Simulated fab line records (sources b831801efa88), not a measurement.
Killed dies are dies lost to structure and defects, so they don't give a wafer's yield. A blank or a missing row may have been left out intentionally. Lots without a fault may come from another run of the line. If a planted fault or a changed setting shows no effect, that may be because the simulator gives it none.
fab line records | flow sfqLine
record lots=14 | wafers=42 | lastDay=80
route steps=325 shown I1@77
lots untouched by any fault: they come from a run of this same line in which no faults occurred
startH: hours from the record's first day to the start of the lot's first wafer shown | waitH: hours from the lot's prior step to this one | " repeats the value in the row above | L1.1+2: one row covering several wafers at once | - no value, or no start was given | * or withheld: withheld | < > ~ a bound
route shown NAME@n: names a module that has steps shown in the file, with the first one's number in the route | usual: average and standard deviation across the fault-free wafers | same: alike in all rows | chamber/n: place in a boat | sites: each site's reading | _std_site: standard deviation across them | _edge_site: mean of outer sites minus mean of inner sites | radiusMm: for every site, how far away it sits from the centre of the wafer | mask NAME#n: copy n | behind: tool/chamber where the wafer was last shaped | hold: why the lot was held/for how many hours/how that ended | device: transistor that didn't switch, given as n, p or np | end of line: tests of these same wafers at the route's end | a step with no rows: only its recipe | killed: at the first sort, the dies lost to defects and structure; wafer yield is something else | map: the dies of a wafer, with x for killed, . for not killed, _ for no die there
set.NAME: the setting as run; set.NAME@STEP: as run at that earlier step | model.NAME: the simulator's own value behind a step, which no gauge read
one table for each step of the route and one row for each wafer, over a sample of lots
## steps
# step SFQ_TRILAYER_I1_VIA_LITHO_COAT_054
# recipe resist=BARC | spinRpm=3000 | resistThkNm=62
# usual spinSpeedRpm=3000.3/2
lot.wafer | tool          | chamber | startH | waitH | spinSpeedRpm
L920.1    | lithoTrack-01 | 0       | 289.30 | 1.0   | 3001.0
L920.5    | "             | 0       | "      | "     | 2999.6
L920.6    | "             | 0       | "      | "     | 3001.4
L921.2    | lithoTrack-04 | 0       | 297.29 | 0.8   | 2999.8
L921.3    | "             | 0       | "      | "     | 2999.8
L921.4    | "             | 0       | "      | "     | 2997.9
L923.4    | lithoTrack-04 | 0       | 314.93 | 0.6   | 3000.2
L923.5    | "             | 0       | "      | "     | 2999.7
L923.6    | "             | 0       | "      | "     | 2999.9
L924.3    | lithoTrack-01 | 0       | 322.40 | 0.7   | 2999.9
L924.4    | "             | 0       | "      | "     | 2998.9
L924.6    | "             | 0       | "      | "     | 3002.4
L925.1    | lithoTrack-04 | 0       | 331.30 | 1.0   | 2998.7
L925.2    | "             | 0       | "      | "     | 3000.4
L925.4    | "             | 0       | "      | "     | 2998.8
L926.1    | lithoTrack-01 | 0       | 340.30 | 1.0   | 3003.6
L926.3    | "             | 0       | "      | "     | 3003.0
L926.5    | "             | 0       | "      | "     | 3002.1
L927.3    | lithoTrack-01 | 0       | 349.49 | 0.7   | 2999.6
L927.4    | "             | 0       | "      | "     | 2998.4
L927.5    | "             | 0       | "      | "     | 2998.1
L928.4    | lithoTrack-04 | 0       | 359.17 | 0.6   | 3002.2
L928.5    | "             | 0       | "      | "     | 3000.5
L928.6    | "             | 0       | "      | "     | 2999.8
L933.1    | lithoTrack-01 | 0       | 396.35 | 1.0   | 2858.6
L933.3    | "             | 0       | "      | "     | 2854.8
L933.6    | "             | 0       | "      | "     | 2856.8
L935.1    | lithoTrack-01 | 0       | 401.75 | 1.0   | 2858.5
L935.2    | "             | 0       | "      | "     | 2856.0
L935.5    | "             | 0       | "      | "     | 2857.5
L939.2    | lithoTrack-04 | 0       | 448.59 | 0.8   | 3001.9
L939.4    | "             | 0       | "      | "     | 3001.5
L939.5    | "             | 0       | "      | "     | 3000.4
L940.1    | lithoTrack-04 | 0       | 455.93 | 1.0   | 3000.8
L940.2    | "             | 0       | "      | "     | 2999.7
L940.6    | "             | 0       | "      | "     | 3002.8
L941.2    | lithoTrack-04 | 0       | 461.98 | 0.8   | 3000.9
L941.4    | "             | 0       | "      | "     | 2997.1
L941.6    | "             | 0       | "      | "     | 2999.7
L942.1    | lithoTrack-01 | 0       | 464.93 | 1.0   | 2998.8
L942.3    | "             | 0       | "      | "     | 2997.2
L942.5    | "             | 0       | "      | "     | 2998.6
## key
firstSign step=SFQ_TRILAYER_I1_VIA_LITHO_COAT_054 | reading=spinSpeedRpm | direction=down | sigmas=72 | usual=3000.3 | struck=2857.0
effect none on later readings
metAt SFQ_TRILAYER_I1_VIA_LITHO_COAT_054
struckLots L933,L935
onsetBetween 349.49 396.35
fault kind=processParameterDrift | tool=lithoTrack-01 | chamber=- | onsetH=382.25 | steps=SFQ_TRILAYER_I1_VIA_LITHO_COAT_054 | channel=spinRpm | offset=-143.02 | shape=step | endH=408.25 | actsIn=theseRecipesOnly | stated=3000
